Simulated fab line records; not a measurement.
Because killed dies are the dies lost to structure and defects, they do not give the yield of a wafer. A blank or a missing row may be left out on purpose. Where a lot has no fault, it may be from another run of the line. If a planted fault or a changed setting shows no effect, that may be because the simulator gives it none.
Which tool did it? || flow gf180mcu || 72 wafers from 24 lots sampled at 6 of the route's 602 steps

## WHAT THE GAUGES READ, wafer by wafer
GF_VT_IMPLANT_OVL_MEAS_07.
{"lot": "L074", "measured": "day 5 20:17", "on": "overlay-02", "VT_IMPLANT_OVL (nm)": "1.2 0.4 0.2"}
{"lot": "L075", "measured": "day 6 01:35", "on": "overlay-02", "VT_IMPLANT_OVL (nm)": "-2.7 -2.8 -1.3"}
{"lot": "L076", "measured": "day 6 08:27", "on": "overlay-02", "VT_IMPLANT_OVL (nm)": "-0.4 -0.5 -2.3"}
{"lot": "L077", "measured": "day 6 15:08", "on": "overlay-02", "VT_IMPLANT_OVL (nm)": "1.5 0.0 2.2"}
{"lot": "L078", "measured": "day 6 18:50", "on": "overlay-01", "VT_IMPLANT_OVL (nm)": "1.1 1.3 0.4"}
{"lot": "L079", "measured": "day 6 22:11", "on": "overlay-01", "VT_IMPLANT_OVL (nm)": "1.0 0.7 -0.4"}
{"lot": "L080", "measured": "day 7 10:51", "on": "overlay-01", "VT_IMPLANT_OVL (nm)": "0.6 0.3 0.2"}
{"lot": "L081", "measured": "day 7 13:53", "on": "overlay-01", "VT_IMPLANT_OVL (nm)": "1.3 0.9 0.3"}
{"lot": "L082", "measured": "day 7 18:20", "on": "overlay-02", "VT_IMPLANT_OVL (nm)": "-1.1 1.1 -0.7"}
{"lot": "L083", "measured": "day 7 23:23", "on": "overlay-01", "VT_IMPLANT_OVL (nm)": "-0.6 -0.4 -0.6"}
{"lot": "L084", "measured": "day 8 09:35", "on": "overlay-01", "VT_IMPLANT_OVL (nm)": "1.0 0.4 -0.5"}
{"lot": "L085", "measured": "day 8 14:00", "on": "overlay-01", "VT_IMPLANT_OVL (nm)": "-0.7 -0.8 -0.2"}
{"lot": "L086", "measured": "day 8 21:02", "on": "overlay-01", "VT_IMPLANT_OVL (nm)": "-1.3 -1.0 -1.0"}
{"lot": "L087", "measured": "day 9 01:46", "on": "overlay-01", "VT_IMPLANT_OVL (nm)": "-1.2 1.1 0.6"}
{"lot": "L088", "measured": "day 9 08:20", "on": "overlay-02", "VT_IMPLANT_OVL (nm)": "-0.7 0.6 0.9"}
{"lot": "L089", "measured": "day 9 15:47", "on": "overlay-01", "VT_IMPLANT_OVL (nm)": "-0.1 -0.1 -0.8"}
{"lot": "L090", "measured": "day 9 21:18", "on": "overlay-02", "VT_IMPLANT_OVL (nm)": "-1.7 0.6 1.3"}
{"lot": "L091", "measured": "day 10 03:14", "on": "overlay-02", "VT_IMPLANT_OVL (nm)": "-0.5 -1.6 -1.5"}
{"lot": "L092", "measured": "day 10 08:45", "on": "overlay-02", "VT_IMPLANT_OVL (nm)": "-1.7 -1.0 -0.9"}
{"lot": "L093", "measured": "day 10 13:51", "on": "overlay-01", "VT_IMPLANT_OVL (nm)": "-0.6 -0.3 -1.1"}
{"lot": "L094", "measured": "day 10 19:43", "on": "overlay-02", "VT_IMPLANT_OVL (nm)": "-1.5 -0.8 0.6"}
{"lot": "L095", "measured": "day 11 02:22", "on": "overlay-02", "VT_IMPLANT_OVL (nm)": "-0.7 0.1 -1.2"}
{"lot": "L096", "measured": "day 11 08:08", "on": "overlay-02", "VT_IMPLANT_OVL (nm)": "1.2 -1.0 -0.6"}
{"lot": "L097", "measured": "day 11 13:49", "on": "overlay-01", "VT_IMPLANT_OVL (nm)": "1.7 2.1 1.8"}

GF_V5_BOW_MEAS_05.
{"lot": "L074", "measured": "day 27 01:53", "on": "film-metro-03", "V5_BOW (um)": "140 131 144"}
{"lot": "L075", "measured": "day 27 02:10", "on": "film-metro-01", "V5_BOW (um)": "103 120 110"}
{"lot": "L076", "measured": "day 27 11:08", "on": "film-metro-03", "V5_BOW (um)": "148 125 122"}
{"lot": "L077", "measured": "day 27 23:16", "on": "film-metro-03", "V5_BOW (um)": "133 134 147"}
{"lot": "L078", "measured": "day 28 03:53", "on": "film-metro-01", "V5_BOW (um)": "124 115 114"}
{"lot": "L079", "measured": "day 28 17:20", "on": "film-metro-03", "V5_BOW (um)": "131 135 136"}
{"lot": "L080", "measured": "day 29 01:46", "on": "film-metro-03", "V5_BOW (um)": "140 137 140"}
{"lot": "L081", "measured": "day 29 00:08", "on": "film-metro-02", "V5_BOW (um)": "143 144 136"}
{"lot": "L082", "measured": "day 29 06:59", "on": "film-metro-01", "V5_BOW (um)": "122 117 128"}
{"lot": "L083", "measured": "day 29 10:40", "on": "film-metro-02", "V5_BOW (um)": "150 139 138"}
{"lot": "L084", "measured": "day 30 13:25", "on": "film-metro-03", "V5_BOW (um)": "138 131 152"}
{"lot": "L085", "measured": "day 30 11:23", "on": "film-metro-03", "V5_BOW (um)": "136 124 138"}
{"lot": "L086", "measured": "day 30 15:44", "on": "film-metro-01", "V5_BOW (um)": "125 121 127"}
{"lot": "L087", "measured": "day 30 19:43", "on": "film-metro-02", "V5_BOW (um)": "131 139 138"}
{"lot": "L088", "measured": "day 31 01:01", "on": "film-metro-02", "V5_BOW (um)": "131 140 134"}
{"lot": "L089", "measured": "day 31 06:54", "on": "film-metro-03", "V5_BOW (um)": "137 143 139"}
{"lot": "L090", "measured": "day 31 12:47", "on": "film-metro-03", "V5_BOW (um)": "132 134 130"}
{"lot": "L091", "measured": "day 32 03:43", "on": "film-metro-02", "V5_BOW (um)": "138 147 131"}
{"lot": "L092", "measured": "day 32 07:41", "on": "film-metro-03", "V5_BOW (um)": "122 119 124"}
{"lot": "L093", "measured": "day 32 07:58", "on": "film-metro-02", "V5_BOW (um)": "133 123 120"}
{"lot": "L094", "measured": "day 32 12:19", "on": "film-metro-02", "V5_BOW (um)": "138 126 123"}
{"lot": "L095", "measured": "day 32 17:23", "on": "film-metro-02", "V5_BOW (um)": "145 141 152"}
{"lot": "L096", "measured": "day 33 00:00", "on": "film-metro-02", "V5_BOW (um)": "125 134 143"}
{"lot": "L097", "measured": "day 33 00:43", "on": "film-metro-03", "V5_BOW (um)": "132 132 139"}

## WHICH TOOL RAN EACH LOT (tool, then ch and the chambers of the sampled wafers, then the start)
{"lot": "L074", "GF_DNWELL_STRIP_08": "plasma-asher-04 ch 0,1, day 2 22:45", "GF_SALICIDE_RTA_08": "rtp-anneal-02 ch 0, day 15 15:11", "GF_M2_SPUTTER_01": "pvd-sputter-01, day 18 17:01", "GF_M3_SPUTTER_03": "pvd-sputter-02, day 20 22:07"}
{"lot": "L075", "GF_DNWELL_STRIP_08": "plasma-asher-04 ch 0,1, day 3 02:54", "GF_SALICIDE_RTA_08": "rtp-anneal-02 ch 0, day 15 20:02", "GF_M2_SPUTTER_01": "pvd-sputter-01, day 18 23:21", "GF_M3_SPUTTER_03": "pvd-sputter-03, day 21 03:49"}
{"lot": "L076", "GF_DNWELL_STRIP_08": "plasma-asher-01 ch 0,1, day 3 08:32", "GF_SALICIDE_RTA_08": "rtp-anneal-01 ch 0, day 16 06:16", "GF_M2_SPUTTER_01": "pvd-sputter-03, day 19 10:02", "GF_M3_SPUTTER_03": "pvd-sputter-01, day 21 14:46"}
{"lot": "L077", "GF_DNWELL_STRIP_08": "plasma-asher-04 ch 0,1, day 3 14:44", "GF_SALICIDE_RTA_08": "rtp-anneal-02 ch 0, day 16 19:27", "GF_M2_SPUTTER_01": "pvd-sputter-03, day 20 01:00", "GF_M3_SPUTTER_03": "pvd-sputter-03, day 22 04:00"}
{"lot": "L078", "GF_DNWELL_STRIP_08": "plasma-asher-04 ch 0,1, day 3 17:47", "GF_SALICIDE_RTA_08": "rtp-anneal-01 ch 0, day 17 00:11", "GF_M2_SPUTTER_01": "pvd-sputter-03, day 20 05:51", "GF_M3_SPUTTER_03": "pvd-sputter-03, day 22 09:38"}
{"lot": "L079", "GF_DNWELL_STRIP_08": "plasma-asher-04 ch 0,1, day 3 21:08", "GF_SALICIDE_RTA_08": "rtp-anneal-01 ch 0, day 17 04:04", "GF_M2_SPUTTER_01": "pvd-sputter-03, day 20 09:20", "GF_M3_SPUTTER_03": "pvd-sputter-01, day 22 11:55"}
{"lot": "L080", "GF_DNWELL_STRIP_08": "plasma-asher-01 ch 0,1, day 4 04:45", "GF_SALICIDE_RTA_08": "rtp-anneal-02 ch 0, day 18 03:02", "GF_M2_SPUTTER_01": "pvd-sputter-01, day 21 10:10", "GF_M3_SPUTTER_03": "pvd-sputter-02, day 23 12:53"}
{"lot": "L081", "GF_DNWELL_STRIP_08": "plasma-asher-01 ch 0,1, day 4 09:53", "GF_SALICIDE_RTA_08": "rtp-anneal-02 ch 0, day 18 02:11", "GF_M2_SPUTTER_01": "pvd-sputter-04, day 21 09:52", "GF_M3_SPUTTER_03": "pvd-sputter-01, day 23 12:15"}
{"lot": "L082", "GF_DNWELL_STRIP_08": "plasma-asher-01 ch 0,1, day 4 12:53", "GF_SALICIDE_RTA_08": "rtp-anneal-01 ch 0, day 18 09:34", "GF_M2_SPUTTER_01": "pvd-sputter-04, day 21 15:29", "GF_M3_SPUTTER_03": "pvd-sputter-01, day 23 17:11"}
{"lot": "L083", "GF_DNWELL_STRIP_08": "plasma-asher-01 ch 0,1, day 4 18:11", "GF_SALICIDE_RTA_08": "rtp-anneal-01 ch 0, day 18 14:11", "GF_M2_SPUTTER_01": "pvd-sputter-01, day 21 20:32", "GF_M3_SPUTTER_03": "pvd-sputter-01, day 23 22:40"}
{"lot": "L084", "GF_DNWELL_STRIP_08": "plasma-asher-04 ch 0,1, day 5 01:50", "GF_SALICIDE_RTA_08": "rtp-anneal-02 ch 0, day 19 14:01", "GF_M2_SPUTTER_01": "pvd-sputter-03, day 22 19:24", "GF_M3_SPUTTER_03": "pvd-sputter-01, day 25 03:39"}
{"lot": "L085", "GF_DNWELL_STRIP_08": "plasma-asher-01 ch 0,1, day 5 06:53", "GF_SALICIDE_RTA_08": "rtp-anneal-02 ch 0, day 19 15:55", "GF_M2_SPUTTER_01": "pvd-sputter-04, day 22 22:23", "GF_M3_SPUTTER_03": "pvd-sputter-02, day 25 03:57"}
{"lot": "L086", "GF_DNWELL_STRIP_08": "plasma-asher-01 ch 1, day 5 12:41", "GF_SALICIDE_RTA_08": "rtp-anneal-02 ch 0, day 19 23:40", "GF_M2_SPUTTER_01": "pvd-sputter-01, day 23 04:49", "GF_M3_SPUTTER_03": "pvd-sputter-01, day 25 06:02"}
{"lot": "L087", "GF_DNWELL_STRIP_08": "plasma-asher-01 ch 0,1, day 5 16:11", "GF_SALICIDE_RTA_08": "rtp-anneal-02 ch 0, day 20 09:49", "GF_M2_SPUTTER_01": "pvd-sputter-01, day 23 13:31", "GF_M3_SPUTTER_03": "pvd-sputter-03, day 25 11:46"}
{"lot": "L088", "GF_DNWELL_STRIP_08": "plasma-asher-01 ch 0, day 5 22:11", "GF_SALICIDE_RTA_08": "rtp-anneal-01 ch 0, day 20 16:52", "GF_M2_SPUTTER_01": "pvd-sputter-01, day 23 21:33", "GF_M3_SPUTTER_03": "pvd-sputter-03, day 25 19:12"}
{"lot": "L089", "GF_DNWELL_STRIP_08": "plasma-asher-01 ch 0,1, day 6 03:35", "GF_SALICIDE_RTA_08": "rtp-anneal-02 ch 0, day 20 23:25", "GF_M2_SPUTTER_01": "pvd-sputter-03, day 24 02:51", "GF_M3_SPUTTER_03": "pvd-sputter-03, day 26 00:27"}
{"lot": "L090", "GF_DNWELL_STRIP_08": "plasma-asher-01 ch 0,1, day 6 08:05", "GF_SALICIDE_RTA_08": "rtp-anneal-01 ch 0, day 21 07:02", "GF_M2_SPUTTER_01": "pvd-sputter-03, day 24 09:08", "GF_M3_SPUTTER_03": "pvd-sputter-01, day 26 07:34"}
{"lot": "L091", "GF_DNWELL_STRIP_08": "plasma-asher-01 ch 0,1, day 6 14:25", "GF_SALICIDE_RTA_08": "rtp-anneal-01 ch 0, day 21 16:18", "GF_M2_SPUTTER_01": "pvd-sputter-04, day 25 03:23", "GF_M3_SPUTTER_03": "pvd-sputter-02, day 27 00:01"}
{"lot": "L092", "GF_DNWELL_STRIP_08": "plasma-asher-03 ch 0,1, day 6 19:32", "GF_SALICIDE_RTA_08": "rtp-anneal-02 ch 0, day 22 04:19", "GF_M2_SPUTTER_01": "pvd-sputter-04, day 25 06:16", "GF_M3_SPUTTER_03": "pvd-sputter-02, day 27 04:11"}
{"lot": "L093", "GF_DNWELL_STRIP_08": "plasma-asher-04 ch 0,1, day 6 23:26", "GF_SALICIDE_RTA_08": "rtp-anneal-01 ch 0, day 22 06:58", "GF_M2_SPUTTER_01": "pvd-sputter-04, day 25 07:09", "GF_M3_SPUTTER_03": "pvd-sputter-03, day 27 04:37"}
{"lot": "L094", "GF_DNWELL_STRIP_08": "plasma-asher-01 ch 0,1, day 7 04:47", "GF_SALICIDE_RTA_08": "rtp-anneal-01 ch 0, day 22 13:46", "GF_M2_SPUTTER_01": "pvd-sputter-04, day 25 12:50", "GF_M3_SPUTTER_03": "pvd-sputter-02, day 27 10:22"}
{"lot": "L095", "GF_DNWELL_STRIP_08": "plasma-asher-01 ch 0,1, day 7 10:08", "GF_SALICIDE_RTA_08": "rtp-anneal-02 ch 0, day 22 20:43", "GF_M2_SPUTTER_01": "pvd-sputter-03, day 25 20:00", "GF_M3_SPUTTER_03": "pvd-sputter-03, day 27 17:02"}
{"lot": "L096", "GF_DNWELL_STRIP_08": "plasma-asher-04 ch 0,1, day 7 15:53", "GF_SALICIDE_RTA_08": "rtp-anneal-02 ch 0, day 23 03:49", "GF_M2_SPUTTER_01": "pvd-sputter-04, day 26 04:16", "GF_M3_SPUTTER_03": "pvd-sputter-03, day 28 00:23"}
{"lot": "L097", "GF_DNWELL_STRIP_08": "plasma-asher-03 ch 0,1, day 7 20:23", "GF_SALICIDE_RTA_08": "rtp-anneal-02 ch 0, day 23 07:34", "GF_M2_SPUTTER_01": "pvd-sputter-04, day 26 06:35", "GF_M3_SPUTTER_03": "pvd-sputter-03, day 28 02:08"}
- GF_DNWELL_STRIP_08: strips in O2/N2.
- GF_SALICIDE_RTA_08: time 30 s.
- GF_M2_SPUTTER_01: material TiN, target thk 30 nm, time 25 s.
- GF_M3_SPUTTER_03: material Ti, target thk 10 nm, time 6.7 s.

## WHAT THE TOOLS THEMSELVES READ (means of the sampled wafers that have a number; where no wafer has one, the mark that the record gives instead)
GF_DNWELL_STRIP_08.
{"lot": "L074", "tool": "plasma-asher-04", "drypump-motor-current-A (A)": 5.85, "heater-power-w (W)": 334, "oes-product-au (a.u.)": 0.726, "strip-time-to-endpoint-s (s)": 37.00}
{"lot": "L075", "tool": "plasma-asher-04", "drypump-motor-current-A (A)": 5.89, "heater-power-w (W)": 337, "oes-product-au (a.u.)": 0.724, "strip-time-to-endpoint-s (s)": 36.94}
{"lot": "L076", "tool": "plasma-asher-01", "drypump-motor-current-A (A)": 5.55, "heater-power-w (W)": 292, "oes-product-au (a.u.)": 0.723, "strip-time-to-endpoint-s (s)": 37.01}
{"lot": "L077", "tool": "plasma-asher-04", "drypump-motor-current-A (A)": 5.89, "heater-power-w (W)": 333, "oes-product-au (a.u.)": 0.725, "strip-time-to-endpoint-s (s)": 37.05}
{"lot": "L078", "tool": "plasma-asher-04", "drypump-motor-current-A (A)": 5.85, "heater-power-w (W)": 332, "oes-product-au (a.u.)": 0.725, "strip-time-to-endpoint-s (s)": 36.85}
{"lot": "L079", "tool": "plasma-asher-04", "drypump-motor-current-A (A)": 5.84, "heater-power-w (W)": 330, "oes-product-au (a.u.)": 0.723, "strip-time-to-endpoint-s (s)": 36.91}
{"lot": "L080", "tool": "plasma-asher-01", "drypump-motor-current-A (A)": 5.56, "heater-power-w (W)": 292, "oes-product-au (a.u.)": 0.726, "strip-time-to-endpoint-s (s)": 36.91}
{"lot": "L081", "tool": "plasma-asher-01", "drypump-motor-current-A (A)": 5.56, "heater-power-w (W)": 293, "oes-product-au (a.u.)": 0.724, "strip-time-to-endpoint-s (s)": 36.96}
{"lot": "L082", "tool": "plasma-asher-01", "drypump-motor-current-A (A)": 5.56, "heater-power-w (W)": 296, "oes-product-au (a.u.)": 0.728, "strip-time-to-endpoint-s (s)": 36.98}
{"lot": "L083", "tool": "plasma-asher-01", "drypump-motor-current-A (A)": 5.71, "heater-power-w (W)": 279, "oes-product-au (a.u.)": 0.718, "strip-time-to-endpoint-s (s)": 36.85}
{"lot": "L084", "tool": "plasma-asher-04", "drypump-motor-current-A (A)": 5.87, "heater-power-w (W)": 324, "oes-product-au (a.u.)": 0.722, "strip-time-to-endpoint-s (s)": 36.96}
{"lot": "L085", "tool": "plasma-asher-01", "drypump-motor-current-A (A)": 5.56, "heater-power-w (W)": 290, "oes-product-au (a.u.)": 0.719, "strip-time-to-endpoint-s (s)": 37.15}
{"lot": "L086", "tool": "plasma-asher-01", "drypump-motor-current-A (A)": 5.41, "heater-power-w (W)": 306, "oes-product-au (a.u.)": 0.722, "strip-time-to-endpoint-s (s)": 37.04}
{"lot": "L087", "tool": "plasma-asher-01", "drypump-motor-current-A (A)": 5.57, "heater-power-w (W)": 293, "oes-product-au (a.u.)": 0.720, "strip-time-to-endpoint-s (s)": 36.90}
{"lot": "L088", "tool": "plasma-asher-01", "drypump-motor-current-A (A)": 5.83, "heater-power-w (W)": 274, "oes-product-au (a.u.)": 0.719, "strip-time-to-endpoint-s (s)": 36.86}
{"lot": "L089", "tool": "plasma-asher-01", "drypump-motor-current-A (A)": 5.56, "heater-power-w (W)": 296, "oes-product-au (a.u.)": 0.724, "strip-time-to-endpoint-s (s)": 36.91}
{"lot": "L090", "tool": "plasma-asher-01", "drypump-motor-current-A (A)": 5.55, "heater-power-w (W)": 293, "oes-product-au (a.u.)": 0.726, "strip-time-to-endpoint-s (s)": 36.77}
{"lot": "L091", "tool": "plasma-asher-01", "drypump-motor-current-A (A)": 5.55, "heater-power-w (W)": 291, "oes-product-au (a.u.)": 0.724, "strip-time-to-endpoint-s (s)": 36.88}
{"lot": "L092", "tool": "plasma-asher-03", "drypump-motor-current-A (A)": 5.90, "heater-power-w (W)": 344, "oes-product-au (a.u.)": 0.722, "strip-time-to-endpoint-s (s)": 36.85}
{"lot": "L093", "tool": "plasma-asher-04", "drypump-motor-current-A (A)": 5.89, "heater-power-w (W)": 335, "oes-product-au (a.u.)": 0.721, "strip-time-to-endpoint-s (s)": 36.87}
{"lot": "L094", "tool": "plasma-asher-01", "drypump-motor-current-A (A)": 5.54, "heater-power-w (W)": 295, "oes-product-au (a.u.)": 0.716, "strip-time-to-endpoint-s (s)": 37.14}
{"lot": "L095", "tool": "plasma-asher-01", "drypump-motor-current-A (A)": 5.55, "heater-power-w (W)": 295, "oes-product-au (a.u.)": 0.727, "strip-time-to-endpoint-s (s)": 36.99}
{"lot": "L096", "tool": "plasma-asher-04", "drypump-motor-current-A (A)": 5.86, "heater-power-w (W)": 323, "oes-product-au (a.u.)": 0.720, "strip-time-to-endpoint-s (s)": 36.91}
{"lot": "L097", "tool": "plasma-asher-03", "drypump-motor-current-A (A)": 5.90, "heater-power-w (W)": 348, "oes-product-au (a.u.)": 0.719, "strip-time-to-endpoint-s (s)": 37.09}

GF_SALICIDE_RTA_08.
{"lot": "L074", "tool": "rtp-anneal-02", "lamp-power-pct (%)": 17.8, "wafer_temp_C_max": 802.6}
{"lot": "L075", "tool": "rtp-anneal-02", "lamp-power-pct (%)": 17.8, "wafer_temp_C_max": 802.3}
{"lot": "L076", "tool": "rtp-anneal-01", "lamp-power-pct (%)": 16.0, "wafer_temp_C_max": 803.2}
{"lot": "L077", "tool": "rtp-anneal-02", "lamp-power-pct (%)": 17.8, "wafer_temp_C_max": 802.8}
{"lot": "L078", "tool": "rtp-anneal-01", "lamp-power-pct (%)": 16.0, "wafer_temp_C_max": 802.6}
{"lot": "L079", "tool": "rtp-anneal-01", "lamp-power-pct (%)": 16.0, "wafer_temp_C_max": 803.0}
{"lot": "L080", "tool": "rtp-anneal-02", "lamp-power-pct (%)": 17.8, "wafer_temp_C_max": 802.4}
{"lot": "L081", "tool": "rtp-anneal-02", "lamp-power-pct (%)": 17.8, "wafer_temp_C_max": 802.1}
{"lot": "L082", "tool": "rtp-anneal-01", "lamp-power-pct (%)": 16.0, "wafer_temp_C_max": 803.0}
{"lot": "L083", "tool": "rtp-anneal-01", "lamp-power-pct (%)": 16.0, "wafer_temp_C_max": 802.5}
{"lot": "L084", "tool": "rtp-anneal-02", "lamp-power-pct (%)": 17.8, "wafer_temp_C_max": 802.1}
{"lot": "L085", "tool": "rtp-anneal-02", "lamp-power-pct (%)": 17.8, "wafer_temp_C_max": 802.6}
{"lot": "L086", "tool": "rtp-anneal-02", "lamp-power-pct (%)": 17.8, "wafer_temp_C_max": 803.2}
{"lot": "L087", "tool": "rtp-anneal-02", "lamp-power-pct (%)": 17.8, "wafer_temp_C_max": 801.8}
{"lot": "L088", "tool": "rtp-anneal-01", "lamp-power-pct (%)": 16.0, "wafer_temp_C_max": 802.8}
{"lot": "L089", "tool": "rtp-anneal-02", "lamp-power-pct (%)": 17.8, "wafer_temp_C_max": 802.8}
{"lot": "L090", "tool": "rtp-anneal-01", "lamp-power-pct (%)": 16.0, "wafer_temp_C_max": 802.5}
{"lot": "L091", "tool": "rtp-anneal-01", "lamp-power-pct (%)": 16.0, "wafer_temp_C_max": 803.3}
{"lot": "L092", "tool": "rtp-anneal-02", "lamp-power-pct (%)": 17.8, "wafer_temp_C_max": 802.0}
{"lot": "L093", "tool": "rtp-anneal-01", "lamp-power-pct (%)": 16.0, "wafer_temp_C_max": 803.3}
{"lot": "L094", "tool": "rtp-anneal-01", "lamp-power-pct (%)": 16.0, "wafer_temp_C_max": 803.3}
{"lot": "L095", "tool": "rtp-anneal-02", "lamp-power-pct (%)": 17.8, "wafer_temp_C_max": 802.5}
{"lot": "L096", "tool": "rtp-anneal-02", "lamp-power-pct (%)": 17.8, "wafer_temp_C_max": 802.2}
{"lot": "L097", "tool": "rtp-anneal-02", "lamp-power-pct (%)": 17.8, "wafer_temp_C_max": 801.8}

GF_M2_SPUTTER_01.
{"lot": "L074", "tool": "pvd-sputter-01", "throttle-valve-pct (%)": 30.6}
{"lot": "L075", "tool": "pvd-sputter-01", "throttle-valve-pct (%)": 30.2}
{"lot": "L076", "tool": "pvd-sputter-03", "throttle-valve-pct (%)": 30.5}
{"lot": "L077", "tool": "pvd-sputter-03", "throttle-valve-pct (%)": 31.1}
{"lot": "L078", "tool": "pvd-sputter-03", "throttle-valve-pct (%)": 30.6}
{"lot": "L079", "tool": "pvd-sputter-03", "throttle-valve-pct (%)": 30.5}
{"lot": "L080", "tool": "pvd-sputter-01", "throttle-valve-pct (%)": 30.4}
{"lot": "L081", "tool": "pvd-sputter-04", "throttle-valve-pct (%)": 30.8}
{"lot": "L082", "tool": "pvd-sputter-04", "throttle-valve-pct (%)": 31.2}
{"lot": "L083", "tool": "pvd-sputter-01", "throttle-valve-pct (%)": 30.0}
{"lot": "L084", "tool": "pvd-sputter-03", "throttle-valve-pct (%)": 30.4}
{"lot": "L085", "tool": "pvd-sputter-04", "throttle-valve-pct (%)": 30.7}
{"lot": "L086", "tool": "pvd-sputter-01", "throttle-valve-pct (%)": 30.3}
{"lot": "L087", "tool": "pvd-sputter-01", "throttle-valve-pct (%)": 30.3}
{"lot": "L088", "tool": "pvd-sputter-01", "throttle-valve-pct (%)": 30.6}
{"lot": "L089", "tool": "pvd-sputter-03", "throttle-valve-pct (%)": 31.1}
{"lot": "L090", "tool": "pvd-sputter-03", "throttle-valve-pct (%)": 30.6}
{"lot": "L091", "tool": "pvd-sputter-04", "throttle-valve-pct (%)": 31.4}
{"lot": "L092", "tool": "pvd-sputter-04", "throttle-valve-pct (%)": 31.2}
{"lot": "L093", "tool": "pvd-sputter-04", "throttle-valve-pct (%)": 32.1}
{"lot": "L094", "tool": "pvd-sputter-04", "throttle-valve-pct (%)": 31.2}
{"lot": "L095", "tool": "pvd-sputter-03", "throttle-valve-pct (%)": 31.1}
{"lot": "L096", "tool": "pvd-sputter-04", "throttle-valve-pct (%)": 29.7}
{"lot": "L097", "tool": "pvd-sputter-04", "throttle-valve-pct (%)": 31.1}

GF_M3_SPUTTER_03.
{"lot": "L074", "tool": "pvd-sputter-02", "substrate-temp-c (C)": 299.97, "throttle-valve-pct (%)": 29.0}
{"lot": "L075", "tool": "pvd-sputter-03", "substrate-temp-c (C)": 299.93, "throttle-valve-pct (%)": 31.0}
{"lot": "L076", "tool": "pvd-sputter-01", "substrate-temp-c (C)": 300.00, "throttle-valve-pct (%)": 30.3}
{"lot": "L077", "tool": "pvd-sputter-03", "substrate-temp-c (C)": 300.14, "throttle-valve-pct (%)": 30.3}
{"lot": "L078", "tool": "pvd-sputter-03", "substrate-temp-c (C)": 300.04, "throttle-valve-pct (%)": 30.4}
{"lot": "L079", "tool": "pvd-sputter-01", "substrate-temp-c (C)": 300.15, "throttle-valve-pct (%)": 30.7}
{"lot": "L080", "tool": "pvd-sputter-02", "substrate-temp-c (C)": 299.96, "throttle-valve-pct (%)": 29.3}
{"lot": "L081", "tool": "pvd-sputter-01", "substrate-temp-c (C)": 299.94, "throttle-valve-pct (%)": 30.7}
{"lot": "L082", "tool": "pvd-sputter-01", "substrate-temp-c (C)": 299.84, "throttle-valve-pct (%)": 30.4}
{"lot": "L083", "tool": "pvd-sputter-01", "substrate-temp-c (C)": 299.86, "throttle-valve-pct (%)": 30.7}
{"lot": "L084", "tool": "pvd-sputter-01", "substrate-temp-c (C)": 299.99, "throttle-valve-pct (%)": 30.4}
{"lot": "L085", "tool": "pvd-sputter-02", "substrate-temp-c (C)": 300.14, "throttle-valve-pct (%)": 28.6}
{"lot": "L086", "tool": "pvd-sputter-01", "substrate-temp-c (C)": 300.08, "throttle-valve-pct (%)": 30.4}
{"lot": "L087", "tool": "pvd-sputter-03", "substrate-temp-c (C)": 300.10, "throttle-valve-pct (%)": 30.6}
{"lot": "L088", "tool": "pvd-sputter-03", "substrate-temp-c (C)": 300.09, "throttle-valve-pct (%)": 30.0}
{"lot": "L089", "tool": "pvd-sputter-03", "substrate-temp-c (C)": 299.89, "throttle-valve-pct (%)": 30.5}
{"lot": "L090", "tool": "pvd-sputter-01", "substrate-temp-c (C)": 300.03, "throttle-valve-pct (%)": 30.1}
{"lot": "L091", "tool": "pvd-sputter-02", "substrate-temp-c (C)": 300.02, "throttle-valve-pct (%)": 28.9}
{"lot": "L092", "tool": "pvd-sputter-02", "substrate-temp-c (C)": 300.02, "throttle-valve-pct (%)": 29.2}
{"lot": "L093", "tool": "pvd-sputter-03", "substrate-temp-c (C)": 299.96, "throttle-valve-pct (%)": 30.5}
{"lot": "L094", "tool": "pvd-sputter-02", "substrate-temp-c (C)": 299.98, "throttle-valve-pct (%)": 29.0}
{"lot": "L095", "tool": "pvd-sputter-03", "substrate-temp-c (C)": 299.98, "throttle-valve-pct (%)": 30.5}
{"lot": "L096", "tool": "pvd-sputter-03", "substrate-temp-c (C)": 299.91, "throttle-valve-pct (%)": 31.2}
{"lot": "L097", "tool": "pvd-sputter-03", "substrate-temp-c (C)": 300.02, "throttle-valve-pct (%)": 30.8}

## THE ANSWER, worked out from the rows above alone
Rule: usual is defined by the lots themselves. The widest of any qualifying gaps counts: lots, ordered by their means at a reading, are off when they make up no more than a third of the lots, leave a main group of 4 or more, and stand apart from it by 3 or more times the standard deviation of that group's means. The tables above print the reading to a certain number of digits; a main group whose means all agree to those digits is not used. A lot without any number at a reading at which 4 lots or more have one is off too. Where the step has rows for the other lots, those lots are counted as sound. The gauges are gone through in route order, then the tools' own readings, and for those a lot's mean is taken as printed above. The first step at which some lot is off is used, and at that step the reading that is off furthest; a lot without a number counts as furthest.
No lot is off at any reading shown: from this, nothing can be told.

## WHAT THE SIMULATOR HAD PUT IN
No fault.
